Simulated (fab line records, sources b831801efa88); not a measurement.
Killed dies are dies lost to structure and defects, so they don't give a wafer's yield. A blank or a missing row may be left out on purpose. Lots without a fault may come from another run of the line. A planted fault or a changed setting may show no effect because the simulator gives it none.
Which tool did it? | flow gf180mcu | 7 lots, 21 wafers sampled, at 4 steps of a route of 602

WHAT THE GAUGES READ, wafer by wafer
GF_VT_IMPLANT_RS_MEAS_47: measures by four-point-probe.
lot  | measured     | on            | NWELL_RS (ohm/sq)
L202 | day 7 15:59  | film_metro-03 | 488.8 488.1 488.4
L208 | day 9 16:38  | film_metro-04 | 489.2 487.7 488.4
L210 | day 10 00:40 | film_metro-03 | 488.3 487.8 491.3
L212 | day 10 23:49 | film_metro-01 | 488.4 485.8 485.6
L214 | day 11 11:39 | film_metro-04 | 488.6 485.5 487.9
L218 | day 12 17:01 | film_metro-01 | 490.0 489.9 487.9
L222 | day 13 07:57 | film_metro-01 | 487.2 487.8 487.1

WHICH TOOL RAN EACH LOT (tool, then ch and the chambers of the sampled wafers, then the start)
lot  | GF_NWELL_STRIP_10                   | GF_MVPSD_COAT_02                 | GF_MVPSD_STRIP_10
L202 | plasma_asher-04 ch 0,1, day 3 11:47 | litho_track-03 ch 0, day 4 20:31 | plasma_asher-01 ch 0,1, day 5 03:44
L208 | plasma_asher-04 ch 0,1, day 4 23:02 | litho_track-03 ch 0, day 6 12:55 | plasma_asher-01 ch 1, day 6 21:47
L210 | plasma_asher-04 ch 0,1, day 5 06:37 | litho_track-01 ch 0, day 6 21:17 | plasma_asher-01 ch 0,1, day 7 05:20
L212 | plasma_asher-04 ch 1, day 6 03:36   | litho_track-01 ch 0, day 7 19:31 | plasma_asher-02 ch 0,1, day 8 03:44
L214 | plasma_asher-03 ch 0,1, day 6 11:37 | litho_track-01 ch 0, day 8 04:04 | plasma_asher-04 ch 0,1, day 8 12:22
L218 | plasma_asher-04 ch 0,1, day 7 13:41 | litho_track-03 ch 0, day 9 06:05 | plasma_asher-01 ch 0,1, day 9 14:44
L222 | plasma_asher-03 ch 0,1, day 8 02:08 | litho_track-03 ch 0, day 9 19:22 | plasma_asher-04 ch 0,1, day 10 03:41
- GF_NWELL_STRIP_10: strips in O2/N2.
- GF_MVPSD_COAT_02: resist thk 3000 nm.
- GF_MVPSD_STRIP_10: strips in O2/N2.

THE ANSWER, worked out from the rows above alone
Rule: what is usual is taken from the lots themselves. Put in order of their means at a reading, lots are off if they are a third of the lots or fewer, leave a main group of 4 or more, and stand apart from it by a gap of 3 or more times the standard deviation of the main group's means; of several such gaps the widest counts. A main group whose means are all the same, to the digits that the tables above print for the reading, isn't used. A lot without any number at a reading at which 4 lots or more have one is off too. The other lots that the step has rows for count as sound.
No lot is off at any reading shown: from this, nothing can be told.

WHAT THE SIMULATOR HAD PUT IN
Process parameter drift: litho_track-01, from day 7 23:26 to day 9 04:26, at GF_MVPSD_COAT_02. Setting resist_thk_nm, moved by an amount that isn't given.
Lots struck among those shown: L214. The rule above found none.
